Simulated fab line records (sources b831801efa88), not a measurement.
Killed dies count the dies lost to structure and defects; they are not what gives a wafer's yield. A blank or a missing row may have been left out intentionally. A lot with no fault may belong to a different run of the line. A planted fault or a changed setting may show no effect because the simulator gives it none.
Struck lot and sound lot, side by side / flow sky130 / 43 out of 708 route steps
Sound: these wafers, L544.2, L544.4, L544.5. The struck wafers were L554.4, L554.5, L554.6. The cause comes at the end.
At each step with rows: each side's tool, then ch and its chambers, then its first start. Under that, the readings that differ: sound wafers / struck wafers / difference of the means / sigmas: that difference in standard deviations of wafers without a fault.
alike: readings with means less than 2 such deviations apart, plus words and numbers identical on both sides. not compared: withheld readings, readings lacking a value on some wafer, bounds such as >300 that could conceal the same value, and numbers that have no deviation in the record and whose values overlap.
The two part at a step that has a row with sigmas, a row that says differs or no value, or rows on one side only. Numbers that don't overlap but have no deviation are shown without sigmas and don't part them. A reading missing from all wafers of one side parts the sides only when that side holds two or more wafers.

first, 7 steps without rows for these wafers: SKY_CAPM_DEHYDRATE_05 (time 60 s); SKY_CAPM_HMDS_06 (prime time 60 s); SKY_CAPM_COAT_07 (resist thk 1140 nm); SKY_CAPM_SOFTBAKE_08 (time 60 s); SKY_CAPM_EXPOSE_09 (exposes mask CAPM, target cd 1000 nm); SKY_CAPM_PEB_10; SKY_CAPM_DEVELOP_11 (develop time 60 s).
SKY_CAPM_OVL_MEAS_12:
  struck on overlay-01, day 41 14:37; sound on overlay-02, day 38 03:00
  alike: CAPM_OVL
SKY_CAPM_METAL_ETCH_13: etches TiN in Cl2/BCl3, stops on SiO2, target depth 220 nm, time 62.9 s.
  sound on rie metal-01 ch 1, day 38 03:04; struck on rie metal-04 ch 0,1, day 41 14:40
reading=drypump motor current A (A); sound=5.11 5.10 5.08; struck=5.66 5.65 5.76; difference=+0.59; sigmas=+2
  alike: oes product au, throttle valve pct
  not compared: rf hours counter h
SKY_CAPM_STRIP_14: strips in O2/N2.
  sound on plasma asher-02 ch 0,1, day 38 03:11; struck on plasma asher-03 ch 0,1, day 41 14:44
  alike: drypump motor current A, oes product au, strip time to endpoint s
  not compared: rf hours counter h
then, 2 steps without rows for these wafers: SKY_CAPM_STRIP_15 (strips in post etch residue remover, time 1200 s); SKY_CAPM_CLEAN_16 (cleans in IPA, time 180 s).
SKY_CAPM_CLEAN_17: cleans in O3/DIW.
  sound on wet bench-03 ch 1, day 38 03:41; struck on wet bench-04 ch 0, day 41 15:13
then, 8 steps without rows for these wafers: SKY_METAL3_DEHYDRATE_05 (time 60 s); SKY_METAL3_HMDS_06 (prime time 60 s); SKY_METAL3_COAT_07 (resist thk 60 nm); SKY_METAL3_COAT_08 (resist thk 1140 nm); SKY_METAL3_SOFTBAKE_09 (time 90 s); SKY_METAL3_EXPOSE_10 (exposes mask MM3, target cd 300 nm); SKY_METAL3_PEB_11; SKY_METAL3_DEVELOP_12 (develop time 60 s).
SKY_METAL3_CD_MEAS_13: target cd 300 nm.
  struck on cd sem-02, day 42 15:10; sound on cd sem-02, day 39 05:20
  alike: cd nm
SKY_METAL3_OVL_MEAS_14:
  struck on overlay-02, day 42 15:14; sound on overlay-02, day 39 05:27
  alike: METAL3_OVL
SKY_METAL3_DESCUM_15: chemistry O2, time 8 s.
  sound on rie metal-01 ch 0,1, day 39 05:29; struck on rie metal-02 ch 0,1, day 42 15:16
reading=drypump motor current A (A); sound=5.1 5.6 5.1; struck=6.3 6.3 6.0; difference=+0.9; sigmas=+2
  alike: oes product au
  not compared: rf hours counter h
SKY_METAL3_ETCH_16: etches BARC in N2/H2, stops on SiO2, time 88.2 s, target depth 60 nm.
  sound on rie metal-01 ch 0,1, day 39 05:31; struck on rie metal-02 ch 0,1, day 42 15:19
reading=drypump motor current A (A); sound=5.1 5.7 5.1; struck=6.3 6.3 6.0; difference=+0.9; sigmas=+2
  alike: oes product au, throttle valve pct
  not compared: rf hours counter h
then, 7 steps without rows for these wafers: SKY_METAL3_ETCH_17 (etches SiO2 in C4F8/O2/Ar, stops on TiN, time 3.9 s, target depth 15 nm); SKY_METAL3_METAL_ETCH_18 (etches the open film in Cl2/BCl3, stops on SiO2, target depth 845 nm, time 183.1 s); SKY_METAL3_STRIP_19 (strips in O2/N2); SKY_METAL3_STRIP_20 (strips in post etch residue remover, time 1200 s); SKY_METAL3_CLEAN_21 (cleans in IPA, time 180 s); SKY_METAL3_CLEAN_22 (cleans in O3/DIW); SKY_VIA3_HDPCVD_00 (deposits SiO2, target thk 1635 nm, time 272.5 s).
SKY_VIA3_THK_MEAS_01:
  struck on film metro-01, day 42 16:23; sound on film metro-04, day 39 06:35
  alike: VIA3_HDPCVD_THK
SKY_VIA3_CMP_02: polishes SiO2.
  sound on cmp-01 ch 1,2,3, day 39 06:41; struck on cmp-01 ch 0,1,3, day 42 16:31
  alike: motor current A, slurry flow ml min
SKY_VIA3_BOW_MEAS_03:
  struck on film metro-02, day 42 16:46; sound on film metro-01, day 39 06:57
  alike: VIA3_BOW
then, 7 steps without rows for these wafers: SKY_VIA3_DEHYDRATE_04 (time 60 s); SKY_VIA3_HMDS_05 (prime time 60 s); SKY_VIA3_COAT_06 (resist thk 60 nm); SKY_VIA3_COAT_07 (resist thk 450 nm); SKY_VIA3_SOFTBAKE_08 (time 90 s); SKY_VIA3_EXPOSE_09 (exposes mask VIM3, target cd 200 nm); SKY_VIA3_PEB_10.
-- the record jumps here: 7 days lie between the struck wafers' starts before and after (it left off in module VIA3 and takes up again in module PAD_OPEN, whose first step shown is number 708 of the route) --
SKY_PAD_OPEN_PROBE_99:
  struck on prober-02, day 49 07:55; sound on prober-02, day 46 10:52
reading=defect limited yield (%); sound=84.6 84.6 83.5; struck=72.4 73.2 71.3; difference=-11.9; sigmas=-5
reading=killed at other; sound=0 0 1; struck=56 61 65; difference=+60; sigmas=+91
reading=killed dies; sound=76 76 81; struck=136 132 141; difference=+59; sigmas=+5
reading=sort_bin_3_pad_short (%); sound=1.0 0.6 0.2; struck=5.3 3.3 3.0; difference=+3.3; sigmas=+8
reading=sort_bin_5_function (%); sound=9.1 8.5 8.9; struck=14.6 17.3 17.1; difference=+7.5; sigmas=+5
reading=sort n pass; sound=416 416 411; struck=356 360 351; difference=-59; sigmas=-5
reading=sort yield pct (%); sound=84.6 84.6 83.5; struck=72.4 73.2 71.3; difference=-11.9; sigmas=-5
reading=model.etest.tester.sort n pass; sound=416 416 411; struck=356 360 351; difference=-59; sigmas=
reading=model.etest.tester.sort yield pct (%); sound=84.55 84.55 83.54; struck=72.36 73.17 71.34; difference=-11.92; sigmas=
reading=model.etest.tester.sort_bin_5_pct (%); sound=9.146 8.537 8.943; struck=14.63 17.28 17.07; difference=+7.45; sigmas=
reading=model.etest.tester.sort_bin_3_pct (%); sound=1.016 0.6098 0.2033; struck=5.285 3.252 3.049; difference=+3.252; sigmas=
  alike: killed_at_M0_to_M3, killed_at_M4_up, killed at contacts, killed at front end, killed open, killed short, sort_bin_6_memory

## WHERE THEY PART
At SKY_CAPM_METAL_ETCH_13 first; at SKY_PAD_OPEN_PROBE_99 last (within this record only).

WHY: the cause the simulator had injected
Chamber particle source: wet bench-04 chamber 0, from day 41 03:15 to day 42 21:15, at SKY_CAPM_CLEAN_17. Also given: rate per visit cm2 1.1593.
